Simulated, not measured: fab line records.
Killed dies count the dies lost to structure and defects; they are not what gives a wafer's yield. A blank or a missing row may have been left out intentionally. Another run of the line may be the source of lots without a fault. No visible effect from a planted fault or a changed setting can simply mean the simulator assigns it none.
fab line records | flow sky130
record: lots: 12 wafers: 36 last-day: 50
route steps=708 shown VIA3@595 CAP2M@615 METAL4@629 METAL5@661 PAD_OPEN@708
lots that met no fault: taken from a fault-free run of the same line
start-h: hours from the record's first day to the start of the lot's first wafer shown | wait-h: hours from the lot's prior step to this one | " the same as in the row above | L1.1+2: several wafers, shown together as one row | - no value, or no start given | * or withheld: withheld | < > ~ a bound
route shown NAME@n: NAME is a module with steps in the file, n the number in the route of the first one | usual: mean and standard deviation over wafers with no fault | same: alike in all rows | chamber/n: place in a boat | sites: per-site readings | _std_site: their standard deviation | _edge_site: inner sites' mean taken away from outer sites' mean | radius-mm: how far each site lies from the wafer's centre | mask NAME#n: copy n | behind: the last tool/chamber to shape the wafer | hold: why the lot was held/for how many hours/how that ended | device: transistor that didn't switch, given as n, p or np | end of line: at the end of the route, the tests of the same wafers | a step given without rows: its recipe and nothing more | killed: at the first sort, the dies lost to defects and structure; wafer yield is something else | map: a wafer's dies, x killed, . not, _ none there
set.NAME: the setting that was run; set.NAME@STEP: the one run at that earlier step | model.NAME: the simulator's own value behind a step, which no gauge read
a sample of lots followed through the steps of the route, with each step as a table and each wafer as a row
services: the hour from which a tool's chamber was out of use, counted from the record's first day as start-h (under 0 if before that day), plus the number of hours and why
== steps ==
step: SKY_VIA3_RS_MEAS_22
recipe: thk-meas-gauge: four-point-probe reads: W_of_VIA3_CVD_21+TiN_of_VIA3_SPUTTER_20
usual: VIA3_W_RS: 0.2935/0.0029
columns lot.wafer tool chamber start-h wait-h VIA3_W_RS[ohm/sq]
L123.2 film-metro-03 - 921.74 0.1 0.2950
L123.3 " - " " 0.2900
L123.6 " - " " 0.2949
L124.1 film-metro-03 - 935.28 0.1 0.2908
L124.5 " - " " 0.2918
L124.6 " - " " 0.2905
L125.1 film-metro-02 - 938.29 0.1 0.2905
L125.4 " - " " 0.2994
L125.5 " - " " 0.2923
L127.1 film-metro-01 - 959.14 0.1 0.2976
L127.2 " - " " 0.2929
L127.3 " - " " 0.2949
L131.1 film-metro-01 - 990.69 0.1 0.2938
L131.3 " - " " 0.2958
L131.6 " - " " 0.2940
L134.3 film-metro-03 - 1007.11 0.1 0.2954
L134.4 " - " " 0.2899
L134.6 " - " " 0.2946
L135.3 film-metro-02 - 1015.02 0.1 0.2958
L135.5 " - " " 0.2996
L135.6 " - " " 0.2918
L136.3 film-metro-01 - 1021.64 0.1 0.2903
L136.5 " - " " 0.2914
L136.6 " - " " 0.2927
L141.1 film-metro-02 - 1049.88 0.1 0.2946
L141.3 " - " " 0.2920
L141.6 " - " " 0.2953
L140.1 film-metro-02 - 1052.64 0.1 0.2910
L140.4 " - " " 0.2868
L140.6 " - " " 0.2901
L143.4 film-metro-03 - 1066.78 0.1 0.2954
L143.5 " - " " 0.2911
L143.6 " - " " 0.2874
L146.2 film-metro-03 - 1075.97 0.1 0.2910
L146.4 " - " " 0.2980
L146.6 " - " " 0.2918
step: SKY_CAP2M_OVL_MEAS_12
usual: CAP2M_OVL: -0.9/1.5
columns lot.wafer tool chamber start-h wait-h CAP2M_OVL[nm]
L123.2 overlay-01 - 946.99 0.1 -1.7
L123.3 " - " " -0.9
L123.6 " - " " 0.4
L124.1 overlay-01 - 960.20 0.1 -0.8
L124.5 " - " " -0.7
L124.6 " - " " -1.3
L125.1 overlay-02 - 963.08 0.1 -0.2
L125.4 " - " " 0.6
L125.5 " - " " 2.2
L127.1 overlay-02 - 983.21 0.1 -1.2
L127.2 " - " " -1.3
L127.3 " - " " -2.8
L131.1 overlay-01 - 1014.88 0.1 1.3
L131.3 " - " " 0.2
L131.6 " - " " 1.1
L134.3 overlay-02 - 1031.11 0.1 -2.9
L134.4 " - " " -2.9
L134.6 " - " " -1.7
L135.3 overlay-01 - 1038.74 0.1 0.4
L135.5 " - " " 0.6
L135.6 " - " " 0.5
L136.3 overlay-02 - 1044.77 0.1 -1.3
L136.5 " - " " -1.5
L136.6 " - " " -1.9
L141.1 overlay-01 - 1071.56 0.1 -2.0
L141.3 " - " " -1.3
L141.6 " - " " -1.0
L140.1 overlay-02 - 1073.90 0.1 -0.5
L140.4 " - " " -0.6
L140.6 " - " " -2.5
L143.4 overlay-02 - 1088.90 0.1 -2.5
L143.5 " - " " -4.1
L143.6 " - " " -4.0
L146.2 overlay-02 - 1096.82 0.1 -2.7
L146.4 " - " " -0.9
L146.6 " - " " -2.6
step: SKY_METAL4_CD_MEAS_13
recipe: target-cd-nm: 300
usual: cd-nm: 299.9/1.6
columns lot.wafer tool chamber start-h wait-h cd-nm
L123.2 cd-sem-01 - 971.91 - 297.6
L123.3 " - " " 298.3
L123.6 " - " " 298.9
L124.1 cd-sem-01 - 985.01 - 299.1
L124.5 " - " " 299.1
L124.6 " - " " 301.0
L125.1 cd-sem-01 - 987.39 - 299.2
L125.4 " - " " 301.3
L125.5 " - " " 299.8
L127.1 cd-sem-01 - 1007.11 - 298.4
L127.2 " - " " 298.0
L127.3 " - " " 298.7
L131.1 cd-sem-02 - 1038.34 - 299.7
L131.3 " - " " 300.3
L131.6 " - " " 299.4
L134.3 cd-sem-02 - 1053.42 - 299.0
L134.4 " - " " 298.8
L134.6 " - " " 298.6
L135.3 cd-sem-02 - 1060.88 - 299.3
L135.5 " - " " 301.2
L135.6 " - " " 299.7
L136.3 cd-sem-02 - 1067.28 - 299.0
L136.5 " - " " 300.8
L136.6 " - " " 300.0
L141.1 cd-sem-02 - 1092.99 - 301.8
L141.3 " - " " 302.7
L141.6 " - " " 303.1
L140.1 cd-sem-01 - 1096.14 - 300.1
L140.4 " - " " 299.0
L140.6 " - " " 297.8
L143.4 cd-sem-01 - 1109.97 - 299.7
L143.5 " - " " 299.2
L143.6 " - " " 299.7
L146.2 cd-sem-01 - 1117.76 - 299.4
L146.4 " - " " 299.4
L146.6 " - " " 298.9
step: SKY_METAL5_SPUTTER_00
recipe: material: Ti target-thk-nm: 15 power-w: 3000 time-s: 10 chamber-pressure-pa: 0.4
usual: chamber-pressure-pa: 0.4001/0.00086 throttle-valve-pct: 30.3/0.91
columns lot.wafer tool chamber start-h wait-h chamber-pressure-pa throttle-valve-pct
L123.2 pvd-sputter-03 - 998.98 0.1 0.4013 30.1
L123.3 " - " " 0.4003 30.1
L123.6 " - " " 0.4005 31.3
L124.1 pvd-sputter-03 - 1011.57 0.1 0.4003 30.2
L124.5 " - " " 0.3986 30.0
L124.6 " - " " 0.3997 30.2
L125.1 pvd-sputter-03 - 1014.07 0.1 0.3995 31.1
L125.4 " - " " 0.3990 29.6
L125.5 " - " " 0.3981 30.1
L127.1 pvd-sputter-03 - 1033.14 0.2 0.3997 29.8
L127.2 " - " " 0.4002 30.4
L127.3 " - " " 0.3996 31.0
L131.1 pvd-sputter-03 - 1063.91 0.2 0.4001 29.9
L131.3 " - " " 0.4001 31.2
L131.6 " - " " 0.3988 29.8
L134.3 pvd-sputter-03 - 1077.69 0.2 0.3999 31.2
L134.4 " - " " 0.3984 30.4
L134.6 " - " " 0.3994 31.1
L135.3 pvd-sputter-01 - 1084.91 0.1 0.4014 29.9
L135.5 " - " " 0.4007 31.3
L135.6 " - " " 0.4007 32.0
L136.3 pvd-sputter-01 - 1091.11 0.2 0.4017 31.5
L136.5 " - " " 0.4018 31.8
L136.6 " - " " 0.4012 30.2
L141.1 pvd-sputter-04 - 1115.94 0.2 0.3999 30.8
L141.3 " - " " 0.3986 29.7
L141.6 " - " " 0.3998 30.4
L140.1 pvd-sputter-04 - 1119.19 0.1 0.4002 29.5
L140.4 " - " " 0.3997 30.5
L140.6 " - " " 0.3994 29.8
L143.4 pvd-sputter-01 - 1132.49 0.2 0.3980 27.8
L143.5 " - " " 0.4002 31.5
L143.6 " - " " 0.3999 29.9
L146.2 pvd-sputter-04 - 1140.32 0.1 0.4002 30.5
L146.4 " - " " 0.4000 29.6
L146.6 " - " " 0.4017 30.4
step: SKY_PAD_OPEN_PROBE_99
usual: defect-limited-yield: 82.2/1.7 killed_at_M0_to_M3: 44/6.3 killed_at_M4_up: 3.1/2 killed-at-contacts: 24/4.8 killed-at-front-end: 15/4.6 killed-at-other: 0.2/0.51 killed-dies: 87/8.4 killed-open: 48/6.4 killed-short: 39/5.9 sort_bin_3_pad_short: 0.9/0.41 sort_bin_5_function: 10.5/1.4 sort_bin_6_memory: 6.3/1.1 sort-n-pass: 405/8.4 sort-yield-pct: 82.2/1.7
same: gross-dies: 492 killed-at-back-side: 0 sort_bin_4_leakage[%]: 0 sort_bin_8_speed[%]: 0
columns lot.wafer tool chamber start-h wait-h hold defect-limited-yield[%] killed_at_M0_to_M3 killed_at_M4_up killed-at-contacts killed-at-front-end killed-at-other killed-dies killed-open killed-short sort_bin_3_pad_short[%] sort_bin_5_function[%] sort_bin_6_memory[%] sort-n-pass sort-yield-pct[%]
L123.2 prober-02 - 1070.57 0.1 - 85.0 39 7 19 9 0 74 45 29 1.0 10.6 3.5 418 85.0
L123.3 prober-02 - 1070.62 0.2 - 82.5 42 4 25 14 1 86 48 38 1.0 11.2 5.3 406 82.5
L123.6 prober-02 - 1070.77 0.2 - 83.5 49 3 14 15 0 81 47 34 0.6 10.0 5.9 411 83.5
L124.1 prober-01 - 1080.86 0.1 - 81.1 46 7 24 16 0 93 50 43 0.6 11.6 6.7 399 81.1
L124.5 prober-01 - 1081.06 0.2 - 81.1 45 8 24 16 0 93 50 43 1.0 11.2 6.7 399 81.1
L124.6 prober-01 - 1081.11 0.2 - 82.7 42 3 21 19 0 85 46 39 1.0 8.7 7.5 407 82.7
L125.1 prober-02 - 1082.36 0.1 - 83.3 42 3 26 11 0 82 53 29 1.2 8.7 6.7 410 83.3
L125.4 prober-02 - 1082.51 0.2 - 82.5 47 4 19 15 1 86 39 47 1.2 10.8 5.5 406 82.5
L125.5 prober-02 - 1082.56 0.2 - 81.3 51 1 26 13 1 92 60 32 1.8 11.4 5.5 400 81.3
L127.1 prober-02 - 1099.95 0.1 - 84.8 31 5 23 15 1 75 37 38 0.4 7.9 6.9 417 84.8
L127.2 prober-02 - 1100.00 0.1 - 83.9 28 4 29 18 0 79 37 42 0.6 9.8 5.7 413 83.9
L127.3 prober-02 - 1100.05 0.2 - 81.9 38 2 31 18 0 89 56 33 0.6 10.2 7.3 403 81.9
L131.1 prober-02 - 1128.36 0.1 await-dispo/4.3h/release 73.0 49 42 27 15 0 133 51 44 2.2 17.3 7.5 359 73.0
L131.3 prober-02 - 1128.46 0.2 await-dispo/4.3h/release 78.9 50 21 19 14 0 104 46 40 1.8 12.4 6.9 388 78.9
L131.6 prober-02 - 1128.61 0.2 await-dispo/4.3h/release 73.6 50 42 18 18 2 130 55 37 3.3 15.4 7.7 362 73.6
L134.3 prober-01 - 1140.93 0.2 await-dispo/5.6h/release 81.3 42 20 15 15 0 92 44 29 2.0 10.8 5.9 400 81.3
L134.4 prober-01 - 1140.98 0.2 await-dispo/5.6h/release 73.2 41 65 19 7 0 132 36 35 4.3 15.7 6.9 360 73.2
L134.6 prober-01 - 1141.08 0.2 await-dispo/5.6h/release 79.9 42 21 27 8 1 99 48 32 2.4 12.4 5.3 393 79.9
L135.3 prober-02 - 1146.21 0.2 - 82.7 46 3 17 19 0 85 47 38 0.6 10.6 6.1 407 82.7
L135.5 prober-02 - 1146.31 0.2 - 80.9 48 0 25 21 0 94 55 39 1.0 12.6 5.5 398 80.9
L135.6 prober-02 - 1146.36 0.2 - 81.1 43 1 24 25 0 93 56 37 0.4 12.0 6.5 399 81.1
L136.3 prober-01 - 1152.31 0.2 - 84.1 43 3 19 12 1 78 39 39 0.6 9.8 5.5 414 84.1
L136.5 prober-01 - 1152.41 0.2 - 81.1 50 2 29 10 2 93 53 40 0.4 12.2 6.3 399 81.1
L136.6 prober-01 - 1152.46 0.2 - 82.3 41 4 26 16 0 87 50 37 1.0 9.6 7.1 405 82.3
L141.1 prober-01 - 1176.33 0.1 - 82.3 44 4 29 10 0 87 45 42 1.0 8.3 8.3 405 82.3
L141.3 prober-01 - 1176.43 0.2 - 82.5 33 1 33 18 1 86 38 48 1.2 8.9 7.3 406 82.5
L141.6 prober-01 - 1176.58 0.2 - 81.3 40 2 26 23 1 92 53 39 1.2 10.2 7.3 400 81.3
L140.1 prober-02 - 1177.05 0.1 - 83.9 36 0 27 14 2 79 39 40 0.8 11.6 3.7 413 83.9
L140.4 prober-02 - 1177.20 0.2 - 82.3 43 0 33 11 0 87 50 37 1.0 10.2 6.5 405 82.3
L140.6 prober-02 - 1177.30 0.2 - 80.7 45 3 34 13 0 95 56 39 0.6 11.2 7.5 397 80.7
L143.4 prober-02 - 1188.10 0.2 - 83.7 40 6 19 15 0 80 41 39 1.0 9.3 5.9 412 83.7
L143.5 prober-02 - 1188.15 0.2 - 86.0 30 1 26 12 0 69 43 26 0.2 9.1 4.7 423 86.0
L143.6 prober-02 - 1188.20 0.2 - 82.7 40 4 23 18 0 85 37 48 1.6 10.0 5.7 407 82.7
L146.2 prober-02 - 1194.90 0.1 - 80.9 44 2 27 20 1 94 48 46 1.2 11.0 6.9 398 80.9
L146.4 prober-02 - 1195.00 0.2 - 79.1 53 4 22 24 0 103 54 49 0.8 12.6 7.5 389 79.1
L146.6 prober-02 - 1195.10 0.2 - 80.1 60 2 21 15 0 98 59 39 0.8 11.4 7.7 394 80.1
killed by level:class
L123.2 CONTACT:geometric-particle:open=10 VIA1:geometric-particle:open=10 VIA3:geometric-particle:open=7 METAL2:geometric-particle:short=5 VIA2:geometric-particle:open=5 METAL1:geometric-particle:short=4 VIA2:geometric-particle:short=4 METAL4:geometric-particle:short=4
L123.3 VIA1:geometric-particle:open=13 LI_CONTACT:geometric-particle:open=8 CONTACT:geometric-particle:open=7 VIA3:geometric-particle:open=6 METAL1:geometric-particle:short=6 FIELD_ISO:geometric-particle:open=5 LI_CONTACT:geometric-particle:short=5 METAL2:geometric-particle:short=5
L123.6 VIA1:geometric-particle:open=14 VIA3:geometric-particle:open=8 LI_CONTACT:geometric-particle:open=5 VIA2:geometric-particle:open=4 METAL1:geometric-particle:short=4 VIA3:geometric-particle:short=4 FIELD_ISO:geometric-particle:open=3 FIELD_ISO:geometric-particle:short=3
L124.1 VIA1:geometric-particle:open=13 CONTACT:geometric-particle:open=9 VIA1:geometric-particle:short=8 FIELD_ISO:geometric-particle:open=6 VIA2:geometric-particle:open=5 METAL3:geometric-particle:short=5 METAL4:geometric-particle:short=5 FIELD_ISO:geometric-particle:short=4
L124.5 VIA1:geometric-particle:open=9 VIA2:geometric-particle:open=9 LI_CONTACT:geometric-particle:open=8 FIELD_ISO:geometric-particle:short=6 CONTACT:geometric-particle:open=6 VIA3:geometric-particle:open=6 METAL4:geometric-particle:short=6 FIELD_ISO:geometric-particle:open=5
L124.6 VIA1:geometric-particle:open=14 FIELD_ISO:geometric-particle:open=7 CONTACT:geometric-particle:open=7 FIELD_ISO:geometric-particle:short=6 VIA1:geometric-particle:short=6 VIA2:geometric-particle:open=6 VIA3:geometric-particle:open=6 LOCAL_INTERCONNECT:geometric-particle:short=5
L125.1 VIA1:geometric-particle:open=13 CONTACT:geometric-particle:open=9 LI_CONTACT:geometric-particle:open=6 POLY_GATE:geometric-particle:open=5 VIA3:geometric-particle:open=5 METAL2:geometric-particle:short=5 LOCAL_INTERCONNECT:geometric-particle:open=4 LOCAL_INTERCONNECT:geometric-particle:short=4
L125.4 METAL1:geometric-particle:short=9 LI_CONTACT:geometric-particle:open=8 VIA1:geometric-particle:open=8 VIA2:geometric-particle:open=7 CONTACT:geometric-particle:open=6 METAL2:geometric-particle:short=6 VIA2:geometric-particle:short=5 VIA1:geometric-particle:short=5
L125.5 VIA1:geometric-particle:open=12 LI_CONTACT:geometric-particle:open=11 VIA2:geometric-particle:open=10 CONTACT:geometric-particle:open=9 VIA3:geometric-particle:open=9 FIELD_ISO:geometric-particle:short=6 METAL1:geometric-particle:short=5 METAL2:geometric-particle:short=4
L127.1 CONTACT:geometric-particle:open=11 METAL2:geometric-particle:short=7 VIA3:geometric-particle:open=7 FIELD_ISO:geometric-particle:short=6 CONTACT:geometric-particle:short=5 POLY_GATE:geometric-particle:open=4 VIA2:geometric-particle:short=4 LOCAL_INTERCONNECT:geometric-particle:short=4
L127.2 LI_CONTACT:geometric-particle:open=8 CONTACT:geometric-particle:open=7 FIELD_ISO:geometric-particle:short=6 LOCAL_INTERCONNECT:geometric-particle:short=6 VIA2:geometric-particle:open=6 LI_CONTACT:geometric-particle:short=4 METAL1:geometric-particle:short=4 METAL4:geometric-particle:short=4
L127.3 CONTACT:geometric-particle:open=17 VIA1:geometric-particle:open=12 POLY_GATE:geometric-particle:open=5 LOCAL_INTERCONNECT:geometric-particle:short=5 VIA3:geometric-particle:open=5 FIELD_ISO:geometric-particle:short=4 FIELD_ISO:geometric-particle:open=4 LI_CONTACT:geometric-particle:open=4
L131.1 METAL5:unspecified=38 VIA1:geometric-particle:open=11 METAL1:geometric-particle:short=10 CONTACT:geometric-particle:open=9 LI_CONTACT:geometric-particle:open=9 VIA1:geometric-particle:short=7 VIA2:geometric-particle:open=5 POLY_GATE:geometric-particle:short=4
L131.3 METAL5:unspecified=18 VIA1:geometric-particle:open=12 VIA3:geometric-particle:open=7 VIA2:geometric-particle:open=7 VIA1:geometric-particle:short=7 LI_CONTACT:geometric-particle:open=6 POLY_GATE:geometric-particle:open=5 METAL1:geometric-particle:short=5
L131.6 METAL5:unspecified=38 VIA1:geometric-particle:open=11 FIELD_ISO:geometric-particle:open=9 VIA2:geometric-particle:open=9 METAL1:geometric-particle:short=8 VIA2:geometric-particle:short=7 LI_CONTACT:geometric-particle:open=7 FIELD_ISO:geometric-particle:short=5
L134.3 METAL5:unspecified=19 VIA1:geometric-particle:open=13 VIA2:geometric-particle:open=9 LI_CONTACT:geometric-particle:short=5 METAL1:geometric-particle:short=5 FIELD_ISO:geometric-particle:open=4 FIELD_ISO:geometric-particle:short=4 LOCAL_INTERCONNECT:geometric-particle:short=4
L134.4 METAL5:unspecified=61 CONTACT:geometric-particle:open=8 VIA2:geometric-particle:open=7 METAL1:geometric-particle:short=6 VIA1:geometric-particle:open=6 VIA1:geometric-particle:short=6 LOCAL_INTERCONNECT:geometric-particle:short=5 METAL2:geometric-particle:short=5
L134.6 METAL5:unspecified=19 CONTACT:geometric-particle:open=11 VIA1:geometric-particle:open=10 LI_CONTACT:geometric-particle:open=7 VIA2:geometric-particle:open=6 VIA1:geometric-particle:short=5 LI_CONTACT:geometric-particle:short=4 METAL2:geometric-particle:short=4
L135.3 VIA1:geometric-particle:open=9 VIA3:geometric-particle:open=8 LI_CONTACT:geometric-particle:open=6 CONTACT:geometric-particle:open=6 METAL1:geometric-particle:short=6 VIA2:geometric-particle:open=6 FIELD_ISO:geometric-particle:short=5 POLY_GATE:geometric-particle:open=4
L135.5 VIA1:geometric-particle:open=13 VIA2:geometric-particle:open=10 CONTACT:geometric-particle:open=9 METAL2:geometric-particle:short=8 VIA1:geometric-particle:short=7 LI_CONTACT:geometric-particle:short=6 FIELD_ISO:geometric-particle:short=5 POLY_GATE:geometric-particle:open=5
L135.6 VIA1:geometric-particle:open=10 LI_CONTACT:geometric-particle:open=8 CONTACT:geometric-particle:open=8 VIA2:geometric-particle:open=7 FIELD_ISO:geometric-particle:open=6 VIA3:geometric-particle:open=6 VIA3:geometric-particle:short=6 POLY_GATE:geometric-particle:short=5
L136.3 VIA1:geometric-particle:open=8 VIA2:geometric-particle:open=8 VIA1:geometric-particle:short=8 LOCAL_INTERCONNECT:geometric-particle:short=6 VIA3:geometric-particle:open=6 METAL1:geometric-particle:short=5 FIELD_ISO:geometric-particle:open=4 CONTACT:geometric-particle:open=4
L136.5 VIA1:geometric-particle:open=14 CONTACT:geometric-particle:open=12 VIA1:geometric-particle:short=10 LI_CONTACT:geometric-particle:open=9 VIA3:geometric-particle:open=9 SPACER:geometric-particle:open=4 LI_CONTACT:geometric-particle:short=4 METAL1:geometric-particle:short=4
L136.6 VIA1:geometric-particle:open=12 METAL1:geometric-particle:short=8 LI_CONTACT:geometric-particle:open=7 CONTACT:geometric-particle:open=7 CONTACT:geometric-particle:short=5 VIA3:geometric-particle:open=5 POLY_GATE:geometric-particle:open=4 LOCAL_INTERCONNECT:geometric-particle:open=4
L141.1 VIA1:geometric-particle:open=12 VIA3:geometric-particle:open=11 LI_CONTACT:geometric-particle:open=9 METAL2:geometric-particle:short=8 CONTACT:geometric-particle:short=7 CONTACT:geometric-particle:open=6 LOCAL_INTERCONNECT:geometric-particle:short=4 METAL1:geometric-particle:short=4
L141.3 CONTACT:geometric-particle:open=11 FIELD_ISO:geometric-particle:short=9 VIA1:geometric-particle:open=8 LOCAL_INTERCONNECT:geometric-particle:short=7 CONTACT:geometric-particle:short=7 VIA1:geometric-particle:short=6 METAL1:geometric-particle:short=5 VIA3:geometric-particle:open=5
L141.6 CONTACT:geometric-particle:open=10 VIA1:geometric-particle:open=10 FIELD_ISO:geometric-particle:open=9 LI_CONTACT:geometric-particle:open=6 METAL2:geometric-particle:short=5 LOCAL_INTERCONNECT:geometric-particle:short=5 VIA3:geometric-particle:open=5 POLY_GATE:geometric-particle:open=4
L140.1 CONTACT:geometric-particle:open=10 VIA1:geometric-particle:open=7 CONTACT:geometric-particle:short=6 LI_CONTACT:geometric-particle:open=5 METAL1:geometric-particle:short=5 VIA1:geometric-particle:short=5 METAL2:geometric-particle:short=5 FIELD_ISO:geometric-particle:open=4
L140.4 CONTACT:geometric-particle:open=15 VIA1:geometric-particle:open=9 VIA1:geometric-particle:short=8 LI_CONTACT:geometric-particle:open=7 VIA3:geometric-particle:open=7 VIA2:geometric-particle:open=6 LI_CONTACT:geometric-particle:short=5 POLY_GATE:geometric-particle:short=4
L140.6 VIA1:geometric-particle:open=13 LI_CONTACT:geometric-particle:short=10 LI_CONTACT:geometric-particle:open=10 CONTACT:geometric-particle:open=8 VIA2:geometric-particle:open=8 VIA1:geometric-particle:short=7 FIELD_ISO:geometric-particle:open=5 VIA3:geometric-particle:open=5
L143.4 VIA1:geometric-particle:open=10 CONTACT:geometric-particle:open=7 CONTACT:geometric-particle:short=7 FIELD_ISO:geometric-particle:open=5 VIA2:geometric-particle:open=5 VIA3:geometric-particle:open=5 VIA1:geometric-particle:short=4 METAL3:geometric-particle:short=4
L143.5 CONTACT:geometric-particle:open=10 VIA2:geometric-particle:open=8 LI_CONTACT:geometric-particle:open=6 METAL1:geometric-particle:short=5 VIA1:geometric-particle:open=4 POLY_GATE:geometric-particle:open=4 LOCAL_INTERCONNECT:geometric-particle:short=4 VIA3:geometric-particle:open=4
L143.6 METAL2:geometric-particle:short=9 CONTACT:geometric-particle:open=7 VIA3:geometric-particle:open=7 FIELD_ISO:geometric-particle:short=6 CONTACT:geometric-particle:short=6 VIA1:geometric-particle:open=6 POLY_GATE:geometric-particle:short=5 LI_CONTACT:geometric-particle:open=5
L146.2 CONTACT:geometric-particle:open=11 VIA1:geometric-particle:open=9 VIA1:geometric-particle:short=9 POLY_GATE:geometric-particle:open=8 LI_CONTACT:geometric-particle:open=7 POLY_GATE:geometric-particle:short=6 METAL2:geometric-particle:short=6 VIA2:geometric-particle:open=6
L146.4 VIA2:geometric-particle:open=11 VIA1:geometric-particle:open=10 METAL1:geometric-particle:short=9 VIA1:geometric-particle:short=7 CONTACT:geometric-particle:open=7 LI_CONTACT:geometric-particle:open=6 VIA2:geometric-particle:short=5 FIELD_ISO:geometric-particle:open=4
L146.6 VIA1:geometric-particle:open=22 CONTACT:geometric-particle:open=10 VIA3:geometric-particle:open=8 METAL1:geometric-particle:short=7 METAL2:geometric-particle:short=6 FIELD_ISO:geometric-particle:short=5 CONTACT:geometric-particle:short=5 VIA1:geometric-particle:short=5
== services ==
columns tool chamber start-h hours kind
pvd-sputter-01 - 993.96 13.2 repair
pvd-sputter-01 3 1020.98 - consumable-replace:kit
pvd-sputter-01 3 1020.98 18.0 scheduled-down
pvd-sputter-01 3 1020.98 18.0 vent-cycle
pvd-sputter-04 1 1036.53 - consumable-replace:kit
pvd-sputter-04 1 1036.53 18.0 scheduled-down
pvd-sputter-04 1 1036.53 18.0 vent-cycle
pvd-sputter-03 1 1047.01 - consumable-replace:kit
pvd-sputter-03 1 1047.01 18.0 scheduled-down
pvd-sputter-03 1 1047.01 18.0 vent-cycle
pvd-sputter-04 0 1121.65 - consumable-replace:kit
pvd-sputter-04 0 1121.65 18.0 scheduled-down
pvd-sputter-04 0 1121.65 18.0 vent-cycle
pvd-sputter-01 - 1139.45 2.7 repair
== key ==
first-sign: step: SKY_PAD_OPEN_PROBE_99 reading: killed_at_M4_up direction: up sigmas: 16 usual: 3.1 struck: 35.2
effect: step: SKY_PAD_OPEN_PROBE_99 reading: sort_bin_3_pad_short direction: up sigmas: 4.4 usual: 0.9 struck: 2.7
met-at SKY_METAL5_SPUTTER_00
struck-lots L131,L134
not-acting-at SKY_VIA3_RS_MEAS_22,SKY_CAP2M_OVL_MEAS_12,SKY_METAL4_CD_MEAS_13
onset-between 1033.14 1063.91
fault: kind: chamber-particle-source tool: pvd-sputter-03 chamber: - onset-h: 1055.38 steps: SKY_METAL5_SPUTTER_00 rate-per-visit-cm2: 1.0461 end-h: 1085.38
